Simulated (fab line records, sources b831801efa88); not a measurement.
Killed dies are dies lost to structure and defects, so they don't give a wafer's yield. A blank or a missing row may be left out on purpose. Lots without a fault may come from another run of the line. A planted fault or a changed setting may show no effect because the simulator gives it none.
Chamber matching | flow gf180mcu | GF_PASSIVATION_ETCH_11 on rie_diel-02: 4 sister chambers
The step etches the open film in CF4/O2, stops on TiN, target depth 2040 nm, time 453.3 s. 16 wafers are shown with their chamber, then 8 later ones without.

WAFERS WITH THEIR CHAMBER
wafer  | chamber | drypump_motor_current_A (A) | rf_fwd_power_W (W) | oes_product_au (a.u.)
L076.1 | 1       | 5.7                         | 802.5              | 1.006
L076.2 | 2       | 4.8                         | 799.1              | 0.994
L076.4 | 3       | 5.4                         | 798.6              | 1.002
L080.2 | 0       | 5.8                         | 795.1              | 0.992
L080.4 | 0       | 5.8                         | 796.2              | 1.003
L080.6 | 3       | 5.3                         | 797.2              | 0.988
L083.2 | 0       | 5.8                         | 795.5              | 0.999
L083.4 | 3       | 5.4                         | 800.7              | 0.993
L083.5 | 0       | 5.8                         | 795.2              | 0.997
L086.1 | 2       | 4.8                         | 796.4              | 0.987
L086.5 | 3       | 5.4                         | 798.0              | 0.990
L086.6 | 2       | 4.8                         | 801.6              | 0.992
L089.3 | 2       | 4.8                         | 799.4              | 0.983
L089.4 | 1       | 5.6                         | 802.7              | 0.996
L089.6 | 0       | 5.8                         | 797.4              | 0.981
L090.1 | 3       | 5.4                         | 800.5              | 0.995

SIGNATURES (means of the wafers above)
reading                 | chamber 0 | chamber 1 | chamber 2 | chamber 3 | scatter within a chamber
drypump_motor_current_A | 5.800     | 5.650     | 4.800     | 5.380     | 0.0329
rf_fwd_power_W          | 795.880   | 802.600   | 799.125   | 799.000   | 1.49
oes_product_au          | 0.99440   | 1.00100   | 0.98900   | 0.99360   | 0.00664
Rule: a wafer's distance from a chamber is the root of the sum, over the readings, of the square of ((its reading less the chamber's mean) divided by the reading's scatter). The wafer belongs to the nearest chamber; if the next one is less than 2 further off, it can't be placed. The scatter: the root of (the sum of the squares of (reading less its chamber's mean) over the shown wafers, divided by (wafers less chambers)).

WAFERS WITHOUT THEIR CHAMBER
wafer  | drypump_motor_current_A (A) | rf_fwd_power_W (W) | oes_product_au (a.u.)
L090.2 | 5.8                         | 797.3              | 0.982
L090.4 | 4.8                         | 800.7              | 0.983
L092.2 | 5.3                         | 798.1              | 1.001
L092.3 | 5.6                         | 800.2              | 0.996
L092.4 | 4.8                         | 796.2              | 0.982
L093.3 | 5.4                         | 799.6              | 1.001
L093.5 | 4.8                         | 802.3              | 0.982
L093.6 | 5.4                         | 797.1              | 0.997

WHICH CHAMBER EACH WENT THROUGH
wafer  | from the rows above | in truth
L090.2 | 0                   | 0
L090.4 | 2                   | 2
L092.2 | 3                   | 3
L092.3 | 1                   | 1
L092.4 | 2                   | 2
L093.3 | 3                   | 3
L093.5 | 2                   | 2
L093.6 | 3                   | 3
Placed correctly: 8 of 8. Can't be placed from these rows: 0. Placed wrongly: 0.
